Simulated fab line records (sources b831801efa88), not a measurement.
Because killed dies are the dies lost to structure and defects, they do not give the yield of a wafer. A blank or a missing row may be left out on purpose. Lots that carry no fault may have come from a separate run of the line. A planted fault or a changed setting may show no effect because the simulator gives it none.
Which tool is to blame? | flow gf180mcu | 12 lots with 36 wafers sampled at 5 steps, on a route of 602 steps

WHAT THE GAUGES SHOWED, per wafer
GF_V3_CD_MEAS_14: target cd 260 nm. Usual: 259.8 nm for cd-nm, sd 1.3.
lot  | measured     | on        | cd-nm (nm)        | flag
L825 | day 22 09:31 | cd-sem-02 | 259.6 257.9 258.9 |
L827 | day 23 15:06 | cd-sem-01 | 260.1 260.7 260.7 |
L828 | day 23 18:19 | cd-sem-02 | 258.6 258.7 259.3 |
L829 | day 24 04:53 | cd-sem-01 | 260.7 261.2 259.8 |
L830 | day 24 12:31 | cd-sem-02 | 258.2 259.3 258.9 |
L832 | day 25 02:16 | cd-sem-02 | 258.2 258.3 259.2 |
L841 | day 27 16:52 | cd-sem-01 | 260.2 260.5 261.1 |
L842 | day 28 08:28 | cd-sem-02 | 259.7 259.4 259.3 |
L844 | day 29 04:04 | cd-sem-02 | 259.9 258.1 258.8 |
L846 | day 29 08:26 | cd-sem-01 | 258.0 258.6 258.8 |
L847 | day 29 21:59 | cd-sem-01 | 259.5 260.3 260.1 |
L848 | day 30 05:11 | cd-sem-02 | 261.1 259.9 261.6 |

GF_M4_CD_MEAS_14: target cd 280 nm. Usual: 280.2 nm for cd-nm, sd 1.4.
lot  | measured     | on        | cd-nm (nm)                          | flag
L825 | day 23 10:46 | cd-sem-02 | 279.1 279.1 278.8                   |
L827 | day 24 15:24 | cd-sem-02 | 280.9 280.2 280.6                   |
L828 | day 24 18:04 | cd-sem-01 | 280.1 278.8 280.6                   |
L829 | day 25 04:23 | cd-sem-02 | 279.6 280.3 280.1                   |
L830 | day 25 11:43 | cd-sem-02 | 283.0 282.7 282.0                   |
L832 | day 26 00:43 | cd-sem-02 | 252.8 278.5 252.2 253.1 278.2 252.1 | OFF
L841 | day 28 14:01 | cd-sem-02 | 281.7 281.4 281.8                   |
L842 | day 29 05:14 | cd-sem-02 | 279.6 279.5 279.5                   |
L844 | day 30 00:49 | cd-sem-02 | 281.6 281.3 282.2                   |
L846 | day 30 04:38 | cd-sem-01 | 280.8 280.5 279.9                   |
L847 | day 30 18:20 | cd-sem-01 | 281.1 281.0 283.3                   |
L848 | day 31 00:49 | cd-sem-01 | 281.4 281.5 283.3                   |

WHICH TOOL RAN EACH LOT (tool, then ch and the chambers of the sampled wafers, then the start)
lot  | GF_V3_CMP_04                  | GF_V3_ETCH_17                                 | GF_M4_EXPOSE_11
L825 | cmp-02 ch 0,2, day 21 09:14   | rie-diel-02 ch 2,3, day 22 23:01 or earlier   | krf-scanner-02 ch 0, day 22 23:01
L827 | cmp-01 ch 1,3, day 22 16:10   | rie-diel-01 ch 2,3, day 24 04:03 or earlier   | krf-scanner-01 ch 0, day 24 04:03
L828 | cmp-02 ch 2,3, day 22 18:46   | rie-diel-02 ch 1,2,3, day 24 07:43 or earlier | krf-scanner-01 ch 0, day 24 07:43
L829 | cmp-01 ch 0,1,3, day 23 05:23 | rie-diel-03 ch 0,1, day 24 17:47 or earlier   | krf-scanner-02 ch 0, day 24 17:47
L830 | cmp-01 ch 1,2,3, day 23 13:58 | rie-diel-02 ch 1,2,3, day 25 00:36 or earlier | krf-scanner-02 ch 0, day 25 00:36
L832 | cmp-02 ch 0,3, day 24 04:20   | rie-diel-03 ch 0,1,2, day 25 14:49 or earlier | krf-scanner-02 ch 0, day 25 14:49
L841 | cmp-01 ch 0,2,3, day 26 20:32 | rie-diel-03 ch 0,1,3, day 28 04:32 or earlier | krf-scanner-01 ch 0, day 28 04:32
L842 | cmp-01 ch 2,3, day 27 11:58   | rie-diel-02 ch 1,3, day 28 19:49 or earlier   | krf-scanner-02 ch 0, day 28 19:49
L844 | cmp-01 ch 1,2, day 28 07:58   | rie-diel-03 ch 0,2,3, day 29 15:07 or earlier | krf-scanner-02 ch 0, day 29 15:07
L846 | cmp-02 ch 0,1,2, day 28 12:19 | rie-diel-03 ch 1,2, day 29 19:30 or earlier   | krf-scanner-02 ch 0, day 29 19:30
L847 | cmp-01 ch 1,2,3, day 29 02:08 | rie-diel-03 ch 0,1,2, day 30 09:26 or earlier | krf-scanner-01 ch 0, day 30 09:26
L848 | cmp-01 ch 1,2, day 29 09:45   | rie-diel-03 ch 0,1,3, day 30 15:59 or earlier | krf-scanner-02 ch 0, day 30 15:59
- GF_V3_CMP_04: polishes SiO2.
- GF_V3_ETCH_17: etches SiO2 in C4F8/O2/Ar, stops on TiN, target depth 635 nm.
- GF_M4_EXPOSE_11: exposes mask Metal4, target cd 280 nm.

AS READ BY THE TOOLS THEMSELVES (means over the sampled wafers that have a number; for cases with no such wafer, the mark the record gives instead)
GF_V3_CMP_04. Usual: edge-zone-pressure-frac 1.000, standard deviation 0.0047; motor-current-A 12.3 A, standard deviation 0.98; slurry-filter-dp-kPa 13.51 kPa, standard deviation 0.12; time-to-endpoint-s 82 s, standard deviation 5.4.
lot  | tool   | edge-zone-pressure-frac | motor-current-A (A) | slurry-filter-dp-kPa (kPa) | time-to-endpoint-s (s) | flag
L825 | cmp-02 | 1.005                   | 12.4                | 13.50                      | 76                     |
L827 | cmp-01 | 1.002                   | 12.4                | 13.54                      | 84                     |
L828 | cmp-02 | 1.003                   | 12.3                | 13.36                      | 87                     |
L829 | cmp-01 | 0.998                   | 12.6                | 13.42                      | 85                     |
L830 | cmp-01 | 1.000                   | 12.5                | 13.58                      | 84                     |
L832 | cmp-02 | 0.999                   | 12.9                | 13.43                      | 81                     |
L841 | cmp-01 | 1.001                   | 11.9                | 13.39                      | 76                     |
L842 | cmp-01 | 1.001                   | 12.6                | 13.59                      | 78                     |
L844 | cmp-01 | 1.003                   | 12.2                | 13.65                      | 82                     |
L846 | cmp-02 | 1.003                   | 12.4                | 13.55                      | 78                     |
L847 | cmp-01 | 0.994                   | 12.2                | 13.45                      | 81                     |
L848 | cmp-01 | 1.000                   | 12.3                | 13.51                      | 83                     |

GF_V3_ETCH_17. Usual: 0.856 a.u. for oes-product-au, sd 0.0045.
lot  | tool        | oes-product-au (a.u.) | flag
L825 | rie-diel-02 | 0.859                 |
L827 | rie-diel-01 | 0.856                 |
L828 | rie-diel-02 | 0.863                 |
L829 | rie-diel-03 | 0.858                 |
L830 | rie-diel-02 | 0.860                 |
L832 | rie-diel-03 | 0.854                 |
L841 | rie-diel-03 | 0.857                 |
L842 | rie-diel-02 | 0.850                 |
L844 | rie-diel-03 | 0.854                 |
L846 | rie-diel-03 | 0.854                 |
L847 | rie-diel-03 | 0.855                 |
L848 | rie-diel-03 | 0.857                 |

GF_M4_EXPOSE_11. Usual: exposure-dose-mJ-cm2 27.99, standard deviation 0.03; stage-vel-mm-s 499.95 mm/s, standard deviation 0.25.
lot  | tool           | exposure-dose-mJ-cm2 | stage-vel-mm-s (mm/s) | flag
L825 | krf-scanner-02 | 28.04                | 500.22                |
L827 | krf-scanner-01 | 27.97                | 499.97                |
L828 | krf-scanner-01 | 28.03                | 499.77                |
L829 | krf-scanner-02 | 27.98                | 499.96                |
L830 | krf-scanner-02 | 27.99                | 500.06                |
L832 | krf-scanner-02 | 27.98                | 500.08                |
L841 | krf-scanner-01 | 27.98                | 500.04                |
L842 | krf-scanner-02 | 28.00                | 499.65                |
L844 | krf-scanner-02 | 27.95                | 499.99                |
L846 | krf-scanner-02 | 28.03                | 499.83                |
L847 | krf-scanner-01 | 28.00                | 499.93                |
L848 | krf-scanner-02 | 27.99                | 500.16                |

THE ANSWER, worked out from the rows above alone
Rule: lot off if the mean of its wafers having a number is beyond 3 standard deviations from the usual mean. Also off: a lot with no number at a reading for which 4 or more lots have one. Where the step has rows for the other lots, those lots are counted as sound. First the gauges in route order, then the tools' own readings, where a lot's mean is used as printed above. At the first step where some lot is off, the reading lying furthest off is the one used; lots without a number count as furthest.
Off at GF_M4_CD_MEAS_14 (cd-nm): L832.
A tool fits if, at a process step before that reading, it ran every lot that is off, and no sound lot after the first of them. The gauges at GF_M4_CD_MEAS_14 are tried like those tools. Because GF_V3_ETCH_17 lacks a start for some lots, the hours and order of its lots are taken from GF_M4_EXPOSE_11. Not one of the candidates tried fits.

WHAT WAS PUT IN BY THE SIMULATOR
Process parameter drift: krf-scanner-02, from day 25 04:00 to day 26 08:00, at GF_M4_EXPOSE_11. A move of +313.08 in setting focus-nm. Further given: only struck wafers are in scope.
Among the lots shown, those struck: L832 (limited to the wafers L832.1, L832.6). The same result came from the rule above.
